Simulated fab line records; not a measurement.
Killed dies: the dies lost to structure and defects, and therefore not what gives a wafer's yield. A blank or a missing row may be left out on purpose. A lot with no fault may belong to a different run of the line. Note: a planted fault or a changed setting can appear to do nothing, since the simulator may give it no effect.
The tool behind it: which one?    flow sky130    11 lots, 32 wafers sampled, at 3 steps of a route of 708

WHAT THE GAUGES READ, wafer by wafer
SKY_CONTACT_CD_MEAS_14 targets a cd of 170 nm. Usual: cd-nm 170.4 nm, standard deviation 1.7.
lot   measured      on         cd-nm (nm)         flag
L368  day 31 15:29  cd-sem-01  170.0 172.0 172.5  
L373  day 33 03:21  cd-sem-01  169.5 171.2 170.8  
L375  day 34 01:38  cd-sem-02  171.8 173.3 171.6  
L376  day 34 05:38  cd-sem-02  166.9 168.7 168.0  
L377  day 34 13:44  cd-sem-02  169.6 170.5 170.4  
L378  day 34 21:26  cd-sem-01  172.3 171.6 170.4  
L379  day 35 03:09  cd-sem-02  172.5 171.5 171.0  
L380  day 35 15:30  cd-sem-01  169.5 168.6 169.9  
L383  day 36 11:41  cd-sem-01  171.3 173.4 173.5  
L387  day 37 18:58  cd-sem-01  169.1 170.5        
L390  day 38 17:25  cd-sem-02  168.1 168.6 169.6  

EACH LOT AND THE TOOL THAT RAN IT (in order: tool; ch and the chambers of the sampled wafers; start)
lot   SKY_LI_CONTACT_CVD_21          SKY_LOCAL_INTERCONNECT_STRIP_15
L368  cvd-w-01 ch 0,1, day 29 04:22  plasma-asher-01 ch 1, day 30 10:09
L373  cvd-w-02 ch 0,1, day 30 18:03  plasma-asher-03 ch 0,1, day 31 22:55
L375  cvd-w-02 ch 0,1, day 31 18:16  plasma-asher-03 ch 0,1, day 32 22:18
L376  cvd-w-01 ch 0,1, day 31 22:12  plasma-asher-01 ch 0,1, day 33 02:09
L377  cvd-w-02 ch 0,1, day 32 07:19  plasma-asher-03 ch 0,1, day 33 10:16
L378  cvd-w-02 ch 0,1, day 32 13:56  plasma-asher-02 ch 0,1, day 33 17:42
L379  cvd-w-01 ch 0,1, day 32 19:55  plasma-asher-03 ch 0, day 33 23:27
L380  cvd-w-01 ch 0,1, day 33 08:16  plasma-asher-03 ch 0,1, day 34 12:06
L383  cvd-w-01 ch 0,1, day 34 05:36  plasma-asher-03 ch 0,1, day 35 08:40
L387  cvd-w-01 ch 1, day 35 13:16    plasma-asher-01 ch 0,1, day 36 15:58
L390  cvd-w-02 ch 1, day 36 11:46    plasma-asher-01 ch 0,1, day 37 14:37
- SKY_LI_CONTACT_CVD_21: deposits W, target thk 400 nm, time 120.56 s.
- SKY_LOCAL_INTERCONNECT_STRIP_15: strips in O2/N2.

WHAT THE TOOLS THEMSELVES READ (means of the sampled wafers that have a number; where no wafer has one, the mark that the record gives instead)
SKY_LI_CONTACT_CVD_21. Usual: heater-power-w 830 W, standard deviation 71.
lot   tool      heater-power-w (W)  flag
L368  cvd-w-01  850                 
L373  cvd-w-02  774                 
L375  cvd-w-02  765                 
L376  cvd-w-01  898                 
L377  cvd-w-02  780                 
L378  cvd-w-02  783                 
L379  cvd-w-01  902                 
L380  cvd-w-01  853                 
L383  cvd-w-01  846                 
L387  cvd-w-01  950                 
L390  cvd-w-02  780                 

SKY_LOCAL_INTERCONNECT_STRIP_15. Usual: chamber-pressure-mTorr 1500.1 mTorr, standard deviation 1.4; drypump-motor-current-A 5.8 A, standard deviation 0.47; oes-product-au 0.428 a.u., standard deviation 0.0047; strip-time-to-endpoint-s 4.729 s, standard deviation 0.018.
lot   tool             chamber-pressure-mTorr (mTorr)  drypump-motor-current-A (A)  oes-product-au (a.u.)  strip-time-to-endpoint-s (s)  flag
L368  plasma-asher-01  1500.6                          5.4                          0.427                  4.725                         
L373  plasma-asher-03  1499.2                          6.1                          0.433                  4.744                         
L375  plasma-asher-03  1500.0                          6.3                          0.432                  4.722                         
L376  plasma-asher-01  1500.2                          5.3                          0.429                  4.751                         
L377  plasma-asher-03  1499.4                          6.3                          0.428                  4.715                         
L378  plasma-asher-02  1498.6                          6.0                          0.429                  4.726                         
L379  plasma-asher-03  1499.3                          6.5                          0.427                  4.739                         
L380  plasma-asher-03  1499.9                          6.1                          0.431                  4.731                         
L383  plasma-asher-03  1500.4                          6.3                          0.425                  4.720                         
L387  plasma-asher-01  1500.8                          5.3                          0.431                  4.761                         
L390  plasma-asher-01  1498.7                          5.3                          0.428                  4.724                         

THE ANSWER, worked out from the rows above alone
Rule: lot off if the mean of its wafers having a number is beyond 3 standard deviations from the usual mean. A lot without any number at a reading at which 4 lots or more have one is off too. All remaining lots with rows at the step are treated as sound. Order of review: gauges by route order, followed by the tools' own readings, for which a lot's mean as printed above is used. The first step at which some lot is off is used, and at that step the reading that is off furthest; a lot without a number counts as furthest.
No lot is off at any reading shown: from this, nothing can be told.

WHAT THE SIMULATOR HAD PUT IN
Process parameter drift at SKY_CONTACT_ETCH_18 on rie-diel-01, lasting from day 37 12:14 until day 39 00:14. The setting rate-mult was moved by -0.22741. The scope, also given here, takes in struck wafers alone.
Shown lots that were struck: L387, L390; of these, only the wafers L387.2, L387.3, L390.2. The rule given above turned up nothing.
